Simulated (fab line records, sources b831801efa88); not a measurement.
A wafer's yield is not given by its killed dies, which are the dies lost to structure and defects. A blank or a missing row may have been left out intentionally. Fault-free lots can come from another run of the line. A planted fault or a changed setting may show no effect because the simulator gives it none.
2 desks looking at one fault | flow sky130 | what lay behind the numbers comes last; until then each desk has only its own

== TOOL OWNER'S DESK, implanter-01 ==
The tool's own readings at SKY_LDD_LDN_IMPLANT_09, given as means over the sampled wafers that have a number, one for each lot that went through this tool. The brackets show how far a lot's mean lies from the usual mean; more than 4 standard deviations puts the lot out of limits, marked OUT.
Columns: A = beam_energy_keV at SKY_LDD_LDN_IMPLANT_09, usual 15.000
lot  | first seen here | A
L216 | day 23 16:45    | 15.000
L219 | day 24 18:09    | 15.001
L221 | day 25 10:42    | 15.001
L224 | day 26 10:18    | 14.990
L227 | day 27 03:30    | 15.005
L229 | day 28 03:51    | 15.000
L238 | day 30 06:07    | 15.002
L237 | day 30 09:30    | 14.996
L239 | day 30 11:31    | 14.995
Finding of this desk: none of the 9 lots has anything out of limits.

== AT THE METROLOGY DESK ==
Lot by lot, what the gauges showed, no matter which tool ran the lot: averages of those sampled wafers that carry a number. The brackets show how far a lot's mean lies from the usual mean; more than 4 standard deviations puts the lot out of limits, marked OUT.
Columns: A = SONOS_ONO_OXIDATION_THK at SKY_SONOS_ONO_THK_MEAS_01, usual 2.59 nm; B = GATE_OXIDE_TW at SKY_GATE_OXIDE_TW_MEAS_14, usual 221.7
lot  | first seen here | A    | B
L216 | day 11 22:53    | 2.62 | 222.5
L219 | day 13 02:56    | 2.61 | 219.0
L218 | day 13 05:47    | 2.52 | 219.0
L220 | day 13 17:21    | 2.66 | 218.9
L221 | day 13 20:26    | 2.51 | 224.6
L223 | day 14 09:54    | 2.68 | 224.4
L224 | day 14 14:17    | 2.59 | 219.9
L227 | day 15 05:08    | 2.61 | 222.6
L229 | day 16 05:30    | 2.56 | 217.9
L236 | day 18 02:28    | 2.62 | 226.8
L237 | day 18 15:02    | 2.55 | 224.8
L238 | day 18 15:04    | 2.52 | 221.0
L239 | day 18 22:01    | 2.58 | 220.9
Finding of this desk: none of the 13 lots has anything out of limits.

== PUT TOGETHER ==
The tool owner's desk saw nothing out of limits.
Nothing out of limits was seen by the metrology desk.

== WHAT HAD BEEN PUT IN BY THE SIMULATOR ==
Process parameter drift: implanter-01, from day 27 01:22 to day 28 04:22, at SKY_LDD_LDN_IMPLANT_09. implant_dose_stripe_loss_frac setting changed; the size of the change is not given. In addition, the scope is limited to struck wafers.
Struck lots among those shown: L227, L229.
